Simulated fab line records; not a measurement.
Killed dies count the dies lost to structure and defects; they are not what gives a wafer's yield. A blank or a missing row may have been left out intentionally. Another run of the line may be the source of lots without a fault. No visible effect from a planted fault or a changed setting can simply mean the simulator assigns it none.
fab line records	flow sky130
record: lots: 14	wafers: 42	last_day: 50
route steps=708 shown VT_ADJUST_HVTP@90 LI_CONTACT@375 LOCAL_INTERCONNECT@389
lots with no fault: from the same line, run without faults
start_h: hours from the record's opening day to when the first of the lot's shown wafers began	wait_h: hours since the lot's step before	" same as the row above	L1.1+2: several wafers, shown together as one row	- no value present, or no start provided	* or withheld: withheld	< > ~ a bound
route shown NAME@n: a module of which the file shows steps, and the number in the route of the first	usual: the fault-free wafers' mean and standard deviation	same: alike in all rows	chamber/n: place in a boat	sites: readings site by site	_std_site: the values' standard deviation	_edge_site: the outer-site mean with the inner-site mean subtracted	radius_mm: how far each site lies from the wafer's centre	mask NAME#n: copy n	behind: tool/chamber where the wafer was last shaped	hold: the reason the lot was held/the length of the hold in hours/how it ended	device: whichever transistor did not switch (one of n, p or np)	end of line: the same wafers' tests at the end of the route	a step with no rows: only its recipe	killed: the dies lost at the first sort to structure and to defects; this is not the yield of the wafer	map: per-die view of a wafer (x killed, . not killed, _ where there is no die)
set.NAME: the run value of the setting; set.NAME@STEP: its run value at that earlier step	model.NAME: the simulator's own value behind a step, which no gauge read
the route's steps for a sample of lots (tables are steps, rows are wafers)
services: when a tool's chamber went out of use (start_h, in hours from the record's first day, below 0 if earlier), for how many hours, and the reason
== steps ==
step: SKY_VT_ADJUST_HVTP_PEB_05
recipe: temp_c: withheld	time_s: *	resist: NOVOLAK
usual: chill_plate_temp_C: *	exhaust_pa: 45.0/0.92
lot.wafer	tool	chamber	start_h	wait_h	chill_plate_temp_C	exhaust_pa
L752.1	litho_track-02	0	130.16	-	*	44.9
L752.2	"	0	"	"	*	45.0
L752.6	"	0	"	"	*	45.6
L758.2	litho_track-01	0	165.40	-	*	43.2
L758.4	"	0	"	"	*	43.6
L758.5	"	0	"	"	*	44.3
L759.4	litho_track-02	0	172.03	-	*	44.8
L759.5	"	0	"	"	*	43.0
L759.6	"	0	"	"	*	42.8
L762.1	litho_track-01	0	191.12	-	*	43.8
L762.3	"	0	"	"	*	44.8
L762.6	"	0	"	"	*	44.4
L763.1	litho_track-01	-	196.97	-	-	-
L763.2	"	-	"	"	-	-
L763.6	"	-	"	"	-	-
L764.1	litho_track-02	-	202.31	-	-	-
L764.5	"	-	"	"	-	-
L764.6	"	-	"	"	-	-
L765.2	litho_track-04	0	211.70	-	*	44.8
L765.4	"	0	"	"	*	44.3
L765.5	"	0	"	"	*	43.6
L767.4	litho_track-02	0	225.48	-	*	44.0
L767.5	"	0	"	"	*	44.3
L767.6	"	0	"	"	*	45.0
L769.1	litho_track-01	0	236.12	-	*	44.8
L769.2	"	0	"	"	*	45.3
L769.6	"	0	"	"	*	46.6
L770.1	litho_track-01	0	239.22	-	*	46.1
L770.4	"	0	"	"	*	45.4
L770.5	"	0	"	"	*	45.1
L771.1	litho_track-04	0	243.23	-	*	46.1
L771.3	"	0	"	"	*	46.2
L771.6	"	0	"	"	*	45.7
L772.1	litho_track-01	0	248.27	-	*	45.7
L772.5	"	0	"	"	*	44.8
L772.6	"	0	"	"	*	45.9
L773.2	litho_track-04	0	254.70	-	*	45.7
L773.4	"	0	"	"	*	46.1
L773.6	"	0	"	"	*	45.2
L774.3	litho_track-02	0	282.21	-	*	43.6
L774.4	"	0	"	"	*	43.4
L774.5	"	0	"	"	*	44.0
step: SKY_LI_CONTACT_OVL_MEAS_13
usual: LI_CONTACT_OVL: 0/5
lot.wafer	tool	chamber	start_h	wait_h	LI_CONTACT_OVL[nm]
L752.1	overlay-02	-	684.77	0.1	0
L752.2	"	-	"	"	4
L752.6	"	-	"	"	0
L758.2	overlay-02	-	737.13	0.1	-3
L758.4	"	-	"	"	-3
L758.5	"	-	"	"	-4
L759.4	overlay-02	-	738.14	0.1	1
L759.5	"	-	"	"	1
L759.6	"	-	"	"	0
L762.1	overlay-01	-	757.13	0.1	-2
L762.3	"	-	"	"	-5
L762.6	"	-	"	"	-5
L763.1	overlay-02	-	763.50	0.1	4
L763.2	"	-	"	"	6
L763.6	"	-	"	"	11
L764.1	overlay-02	-	773.47	0.1	6
L764.5	"	-	"	"	10
L764.6	"	-	"	"	7
L765.2	overlay-02	-	785.29	0.1	-4
L765.4	"	-	"	"	-5
L765.5	"	-	"	"	0
L767.4	overlay-02	-	799.94	0.1	3
L767.5	"	-	"	"	4
L767.6	"	-	"	"	3
L769.1	overlay-02	-	811.62	0.1	-3
L769.2	"	-	"	"	-1
L769.6	"	-	"	"	0
L770.1	overlay-02	-	821.22	0.1	-2
L770.4	"	-	"	"	0
L770.5	"	-	"	"	4
L771.1	overlay-01	-	824.37	0.1	4
L771.3	"	-	"	"	1
L771.6	"	-	"	"	2
L772.1	overlay-02	-	834.98	0.1	3
L772.5	"	-	"	"	-1
L772.6	"	-	"	"	1
L773.2	overlay-02	-	841.89	0.1	-4
L773.4	"	-	"	"	-9
L773.6	"	-	"	"	-4
L774.3	overlay-02	-	858.29	0.1	-2
L774.4	"	-	"	"	-5
L774.5	"	-	"	"	-3
step: SKY_LI_CONTACT_ETCH_15
recipe: target: PSG	chemistry: C4F8/O2/Ar	stop_on: Si	taper_deg: 4.15	mask_material: KrF-thick	source_w: 1500	bias_w: 1200	pressure_mtorr: 40	c4f8_flow_sccm: withheld	O2_flow_sccm: 6	Ar_flow_sccm: 300	time_s: withheld	target_depth_a: 6000
usual: oes_product_au: 0.837/0.0047
lot.wafer	tool	chamber	start_h	wait_h	oes_product_au
L752.1	rie_diel-01	1	684.85	0.0	0.838
L752.2	"	3	"	"	0.844
L752.6	"	2	"	"	0.834
L758.2	rie_diel-03	0	737.20	0.0	0.839
L758.4	"	3	"	"	0.837
L758.5	"	1	"	"	0.832
L759.4	rie_diel-01	0	738.20	0.0	0.842
L759.5	"	1	"	"	0.838
L759.6	"	2	"	"	0.837
L762.1	rie_diel-03	3	757.21	0.0	0.834
L762.3	"	2	"	"	0.836
L762.6	"	3	"	"	0.837
L763.1	rie_diel-04	3	763.58	0.0	0.830
L763.2	"	2	"	"	0.835
L763.6	"	1	"	"	0.830
L764.1	rie_diel-04	3	773.55	0.0	0.837
L764.5	"	1	"	"	0.825
L764.6	"	2	"	"	0.846
L765.2	rie_diel-04	1	785.36	0.0	0.839
L765.4	"	0	"	"	0.834
L765.5	"	0	"	"	0.833
L767.4	rie_diel-01	2	800.00	0.0	0.837
L767.5	"	0	"	"	0.841
L767.6	"	1	"	"	0.836
L769.1	rie_diel-04	1	811.70	0.0	0.833
L769.2	"	2	"	"	0.845
L769.6	"	3	"	"	0.840
L770.1	rie_diel-04	0	821.30	0.0	0.829
L770.4	"	3	"	"	0.839
L770.5	"	0	"	"	0.838
L771.1	rie_diel-04	1	824.45	0.0	0.831
L771.3	"	3	"	"	0.844
L771.6	"	0	"	"	0.843
L772.1	rie_diel-03	0	835.06	0.0	0.843
L772.5	"	3	"	"	0.837
L772.6	"	2	"	"	0.833
L773.2	rie_diel-01	3	841.96	0.0	0.842
L773.4	"	2	"	"	0.839
L773.6	"	3	"	"	0.841
L774.3	rie_diel-03	1	858.35	0.0	0.831
L774.4	"	0	"	"	0.836
L774.5	"	2	"	"	0.833
step: SKY_LOCAL_INTERCONNECT_THK_MEAS_02
recipe: thk_meas_gauge: xrf	reads: TiN_of_LOCAL_INTERCONNECT_SPUTTER_00
usual: LOCAL_INTERCONNECT_TIN_THK: 100.8/1.2
lot.wafer	tool	chamber	start_h	wait_h	LOCAL_INTERCONNECT_TIN_THK[nm]
L752.1	film_metro-04	-	686.16	0.1	102.4
L752.2	"	-	"	"	100.7
L752.6	"	-	"	"	100.8
L758.2	film_metro-03	-	738.69	0.1	100.4
L758.4	"	-	"	"	100.3
L758.5	"	-	"	"	100.5
L759.4	film_metro-02	-	739.54	0.1	103.6
L759.5	"	-	"	"	103.1
L759.6	"	-	"	"	101.9
L762.1	film_metro-02	-	758.52	0.1	102.2
L762.3	"	-	"	"	99.1
L762.6	"	-	"	"	100.1
L763.1	film_metro-04	-	764.89	0.1	99.8
L763.2	"	-	"	"	100.4
L763.6	"	-	"	"	100.0
L764.1	film_metro-03	-	774.86	0.1	100.2
L764.5	"	-	"	"	98.6
L764.6	"	-	"	"	99.2
L765.2	film_metro-02	-	786.68	0.1	103.2
L765.4	"	-	"	"	102.3
L765.5	"	-	"	"	102.9
L767.4	film_metro-03	-	801.34	0.1	102.8
L767.5	"	-	"	"	103.1
L767.6	"	-	"	"	102.7
L769.1	film_metro-04	-	813.01	0.1	101.4
L769.2	"	-	"	"	101.2
L769.6	"	-	"	"	100.5
L770.1	film_metro-02	-	822.61	0.1	100.7
L770.4	"	-	"	"	101.7
L770.5	"	-	"	"	100.7
L771.1	film_metro-04	-	825.76	0.1	101.0
L771.3	"	-	"	"	100.2
L771.6	"	-	"	"	100.9
L772.1	film_metro-02	-	836.38	0.1	102.0
L772.5	"	-	"	"	102.4
L772.6	"	-	"	"	102.4
L773.2	film_metro-03	-	843.29	0.1	101.6
L773.4	"	-	"	"	102.2
L773.6	"	-	"	"	101.3
L774.3	film_metro-03	-	859.69	0.1	100.3
L774.4	"	-	"	"	100.3
L774.5	"	-	"	"	100.5
== services ==
tool	chamber	start_h	hours	kind
rie_diel-04	3	108.65	10.9	repair
rie_diel-04	3	127.13	4.7	repair
rie_diel-01	2	162.42	3.5	repair
rie_diel-04	0	168.58	19.2	repair
rie_diel-04	2	177.03	6.0	repair
rie_diel-03	2	228.60	11.4	repair
rie_diel-04	2	251.28	19.4	repair
rie_diel-01	0	256.25	4.9	repair
rie_diel-01	3	269.56	3.5	repair
rie_diel-04	-	292.06	0.7	repair
rie_diel-04	-	298.87	2.8	pm
rie_diel-01	0	299.32	4.2	repair
rie_diel-03	1	343.38	2.2	repair
rie_diel-01	-	345.49	1.6	repair
rie_diel-03	0	364.80	7.5	repair
rie_diel-01	3	374.34	7.1	repair
rie_diel-04	-	466.02	0.3	repair
rie_diel-03	0	467.12	6.4	repair
rie_diel-01	0	474.56	3.8	repair
rie_diel-04	3	670.12	13.5	repair
rie_diel-04	-	686.39	7.2	repair
rie_diel-04	1	708.05	4.2	repair
rie_diel-04	2	712.05	4.6	repair
rie_diel-04	0	731.63	1.4	repair
== key ==
first_sign: step: SKY_VT_ADJUST_HVTP_PEB_05	reading: tool_record	direction: missing
effect none on later readings
met_at SKY_VT_ADJUST_HVTP_PEB_05
struck_lots L763,L764
sort_left_out L763.1,L763.2,L763.6,L764.1,L764.5,L764.6
tester_left_out L763,L764
not_acting_at SKY_LI_CONTACT_OVL_MEAS_13,SKY_LI_CONTACT_ETCH_15,SKY_LOCAL_INTERCONNECT_THK_MEAS_02
onset_between 191.12 196.97
fault: kind: skipped_step_whole	tool: litho_track-01,litho_track-02	chamber: -	onset_h: 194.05	steps: SKY_VT_ADJUST_HVTP_PEB_05	scope: struck_lots_only
tester_left_out: of these lots the tester's yield and bins aren't shown, on N5 and GAA mostly nor the transistor test; their killed dies are dies lost to structure and defects alone, not to doping, threshold or leakage, so they don't give the yield
sort_left_out: the simulated sort isn't trusted on such a fault, so these wafers' sort isn't shown, and their yield isn't known
